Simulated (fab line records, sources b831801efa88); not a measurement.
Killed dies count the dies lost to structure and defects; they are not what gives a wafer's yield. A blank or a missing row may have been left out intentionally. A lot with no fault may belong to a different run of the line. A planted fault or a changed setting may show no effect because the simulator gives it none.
fab line records || flow sky130
[record] {"lots": 5, "wafers": 23}
route steps=708 shown PAD_OPEN@697
start_h: the number of hours between the record's first day and the start of the first shown wafer of the lot || wait_h: hours elapsed since this lot's preceding step || " as in the row above || L1.1+2: a single row standing in for several wafers || - either no value or no given start || * or withheld: withheld || < > ~ a bound
route shown NAME@n: a module of which the file shows steps, and the number in the route of the first || usual: mean/standard deviation of fault-free wafers || same: alike in all rows || chamber/n: place in a boat || sites: the reading at each site || _std_site: standard deviation of those values || _edge_site: inner sites' mean taken away from outer sites' mean || radius_mm: how far each site lies from the wafer's centre || mask NAME#n: copy n || behind: tool/chamber where the wafer was last shaped || hold: why the lot was held/for how many hours/how that ended || device: whichever transistor did not switch (one of n, p or np) || end of line: tests run on the same wafers once the route is complete || a step given without rows: its recipe and nothing more || killed: at the first sort, the dies lost to defects and structure; wafer yield is something else || map: per-die view of a wafer (x killed, . not killed, _ where there is no die)
set.NAME: the setting that was run; set.NAME@STEP: the one run at that earlier step || model.NAME: the simulator's own value behind a step, which no gauge read
lots where settings were altered on purpose, with a table for each step and a row for each wafer
[[steps]]
[step SKY_PAD_OPEN_SOFTBAKE_03]
[recipe] {"temp_c": 110, "time_s": "withheld"}
{"lot.wafer": "L077.1+5", "tool": "litho_track-03", "chamber": 0, "start_h": 1083.29, "wait_h": 0.1, "set.temp_c": 110}
{"lot.wafer": "L077.2+4+6", "tool": "litho_track-03", "chamber": 0, "start_h": 1083.29, "wait_h": 0.1, "set.temp_c": 106.8}
{"lot.wafer": "L078.1+3", "tool": "litho_track-01", "chamber": 0, "start_h": 1092.96, "wait_h": 0.1, "set.temp_c": 110}
{"lot.wafer": "L078.2+4+5", "tool": "litho_track-01", "chamber": 0, "start_h": 1092.96, "wait_h": 0.1, "set.temp_c": 112.7}
{"lot.wafer": "L081.1+4+5", "tool": "litho_track-01", "chamber": 0, "start_h": 1112.36, "wait_h": 0.1, "set.temp_c": 110}
{"lot.wafer": "L082.2+3+4+5+6", "tool": "litho_track-04", "chamber": 0, "start_h": 1116.36, "wait_h": 0.1, "set.temp_c": 110}
{"lot.wafer": "L085.1+2+3+4+5", "tool": "litho_track-04", "chamber": 0, "start_h": 1133.18, "wait_h": 0.1, "set.temp_c": 110}
[step SKY_PAD_OPEN_EXPOSE_04]
[recipe] {"mask_id": "PDM", "target_cd_nm": 60000, "na": 0.57, "dose_mj": 260}
[step SKY_PAD_OPEN_PEB_05]
[recipe] {"temp_c": 115, "time_s": "withheld"}
[step SKY_PAD_OPEN_DEVELOP_06]
[recipe] {"develop_time_s": 60, "dev_temp_c": 23}
{"lot.wafer": "L077.1", "tool": "litho_track-01", "chamber": 0, "start_h": "-", "wait_h": "-", "set.spin_rpm@PAD_OPEN_COAT_02": 2000, "set.temp_c@PAD_OPEN_SOFTBAKE_03": 110, "model.coat_of_PAD_OPEN_COAT_02.thk_nm": 3006}
{"lot.wafer": "L077.2", "tool": "litho_track-01", "chamber": 0, "start_h": "-", "wait_h": "-", "set.spin_rpm@PAD_OPEN_COAT_02": 2000, "set.temp_c@PAD_OPEN_SOFTBAKE_03": 106.8, "model.coat_of_PAD_OPEN_COAT_02.thk_nm": 3029}
{"lot.wafer": "L077.4", "tool": "litho_track-01", "chamber": 0, "start_h": "-", "wait_h": "-", "set.spin_rpm@PAD_OPEN_COAT_02": 2000, "set.temp_c@PAD_OPEN_SOFTBAKE_03": 106.8, "model.coat_of_PAD_OPEN_COAT_02.thk_nm": 3022}
{"lot.wafer": "L077.5", "tool": "litho_track-01", "chamber": 0, "start_h": "-", "wait_h": "-", "set.spin_rpm@PAD_OPEN_COAT_02": 2000, "set.temp_c@PAD_OPEN_SOFTBAKE_03": 110, "model.coat_of_PAD_OPEN_COAT_02.thk_nm": 2990}
{"lot.wafer": "L077.6", "tool": "litho_track-01", "chamber": 0, "start_h": "-", "wait_h": "-", "set.spin_rpm@PAD_OPEN_COAT_02": 2000, "set.temp_c@PAD_OPEN_SOFTBAKE_03": 106.8, "model.coat_of_PAD_OPEN_COAT_02.thk_nm": 3023}
{"lot.wafer": "L078.1", "tool": "litho_track-01", "chamber": 0, "start_h": "-", "wait_h": "-", "set.spin_rpm@PAD_OPEN_COAT_02": 2000, "set.temp_c@PAD_OPEN_SOFTBAKE_03": 110, "model.coat_of_PAD_OPEN_COAT_02.thk_nm": 2993}
{"lot.wafer": "L078.2", "tool": "litho_track-01", "chamber": 0, "start_h": "-", "wait_h": "-", "set.spin_rpm@PAD_OPEN_COAT_02": 2000, "set.temp_c@PAD_OPEN_SOFTBAKE_03": 112.7, "model.coat_of_PAD_OPEN_COAT_02.thk_nm": 2956}
{"lot.wafer": "L078.3", "tool": "litho_track-01", "chamber": 0, "start_h": "-", "wait_h": "-", "set.spin_rpm@PAD_OPEN_COAT_02": 2000, "set.temp_c@PAD_OPEN_SOFTBAKE_03": 110, "model.coat_of_PAD_OPEN_COAT_02.thk_nm": 2992}
{"lot.wafer": "L078.4", "tool": "litho_track-01", "chamber": 0, "start_h": "-", "wait_h": "-", "set.spin_rpm@PAD_OPEN_COAT_02": 2000, "set.temp_c@PAD_OPEN_SOFTBAKE_03": 112.7, "model.coat_of_PAD_OPEN_COAT_02.thk_nm": 2970}
{"lot.wafer": "L078.5", "tool": "litho_track-01", "chamber": 0, "start_h": "-", "wait_h": "-", "set.spin_rpm@PAD_OPEN_COAT_02": 2000, "set.temp_c@PAD_OPEN_SOFTBAKE_03": 112.7, "model.coat_of_PAD_OPEN_COAT_02.thk_nm": 2971}
{"lot.wafer": "L081.1", "tool": "litho_track-04", "chamber": 0, "start_h": "-", "wait_h": "-", "set.spin_rpm@PAD_OPEN_COAT_02": 2000, "set.temp_c@PAD_OPEN_SOFTBAKE_03": 110, "model.coat_of_PAD_OPEN_COAT_02.thk_nm": 3004}
{"lot.wafer": "L081.4", "tool": "litho_track-04", "chamber": 0, "start_h": "-", "wait_h": "-", "set.spin_rpm@PAD_OPEN_COAT_02": 2000, "set.temp_c@PAD_OPEN_SOFTBAKE_03": 110, "model.coat_of_PAD_OPEN_COAT_02.thk_nm": 3003}
{"lot.wafer": "L081.5", "tool": "litho_track-04", "chamber": 0, "start_h": "-", "wait_h": "-", "set.spin_rpm@PAD_OPEN_COAT_02": 2000, "set.temp_c@PAD_OPEN_SOFTBAKE_03": 110, "model.coat_of_PAD_OPEN_COAT_02.thk_nm": 2997}
{"lot.wafer": "L082.2", "tool": "litho_track-04", "chamber": 0, "start_h": "-", "wait_h": "-", "set.spin_rpm@PAD_OPEN_COAT_02": 2000, "set.temp_c@PAD_OPEN_SOFTBAKE_03": 110, "model.coat_of_PAD_OPEN_COAT_02.thk_nm": 2996}
{"lot.wafer": "L082.3", "tool": "litho_track-04", "chamber": 0, "start_h": "-", "wait_h": "-", "set.spin_rpm@PAD_OPEN_COAT_02": 2088, "set.temp_c@PAD_OPEN_SOFTBAKE_03": 110, "model.coat_of_PAD_OPEN_COAT_02.thk_nm": 2935}
{"lot.wafer": "L082.4", "tool": "litho_track-04", "chamber": 0, "start_h": "-", "wait_h": "-", "set.spin_rpm@PAD_OPEN_COAT_02": 2088, "set.temp_c@PAD_OPEN_SOFTBAKE_03": 110, "model.coat_of_PAD_OPEN_COAT_02.thk_nm": 2926}
{"lot.wafer": "L082.5", "tool": "litho_track-04", "chamber": 0, "start_h": "-", "wait_h": "-", "set.spin_rpm@PAD_OPEN_COAT_02": 2000, "set.temp_c@PAD_OPEN_SOFTBAKE_03": 110, "model.coat_of_PAD_OPEN_COAT_02.thk_nm": 2994}
{"lot.wafer": "L082.6", "tool": "litho_track-04", "chamber": 0, "start_h": "-", "wait_h": "-", "set.spin_rpm@PAD_OPEN_COAT_02": 2000, "set.temp_c@PAD_OPEN_SOFTBAKE_03": 110, "model.coat_of_PAD_OPEN_COAT_02.thk_nm": 2990}
{"lot.wafer": "L085.1+4", "tool": "litho_track-03", "chamber": 0, "start_h": "-", "wait_h": "-", "set.spin_rpm@PAD_OPEN_COAT_02": 2117, "set.temp_c@PAD_OPEN_SOFTBAKE_03": 110, "model.coat_of_PAD_OPEN_COAT_02.thk_nm": 2926}
{"lot.wafer": "L085.2", "tool": "litho_track-03", "chamber": 0, "start_h": "-", "wait_h": "-", "set.spin_rpm@PAD_OPEN_COAT_02": 2000, "set.temp_c@PAD_OPEN_SOFTBAKE_03": 110, "model.coat_of_PAD_OPEN_COAT_02.thk_nm": 3011}
{"lot.wafer": "L085.3", "tool": "litho_track-03", "chamber": 0, "start_h": "-", "wait_h": "-", "set.spin_rpm@PAD_OPEN_COAT_02": 2117, "set.temp_c@PAD_OPEN_SOFTBAKE_03": 110, "model.coat_of_PAD_OPEN_COAT_02.thk_nm": 2913}
{"lot.wafer": "L085.5", "tool": "litho_track-03", "chamber": 0, "start_h": "-", "wait_h": "-", "set.spin_rpm@PAD_OPEN_COAT_02": 2000, "set.temp_c@PAD_OPEN_SOFTBAKE_03": 110, "model.coat_of_PAD_OPEN_COAT_02.thk_nm": 3016}
[[key]]
[split] {"step": "SKY_PAD_OPEN_SOFTBAKE_03", "setting": "temp_c", "stated": 110, "by": "wafer"}
[response] {"step": "SKY_PAD_OPEN_DEVELOP_06", "reading": "model.coat_of_PAD_OPEN_COAT_02.thk_nm", "slope": -9.94, "per": "1%", "together_with": "spin_rpm@PAD_OPEN_COAT_02", "explained": 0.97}
split outside_this_file step=SKY_PAD_OPEN_COAT_02 setting=spin_rpm
// split outside_this_file: this setting was split too, and the file shows its column; the key of that split is in another file
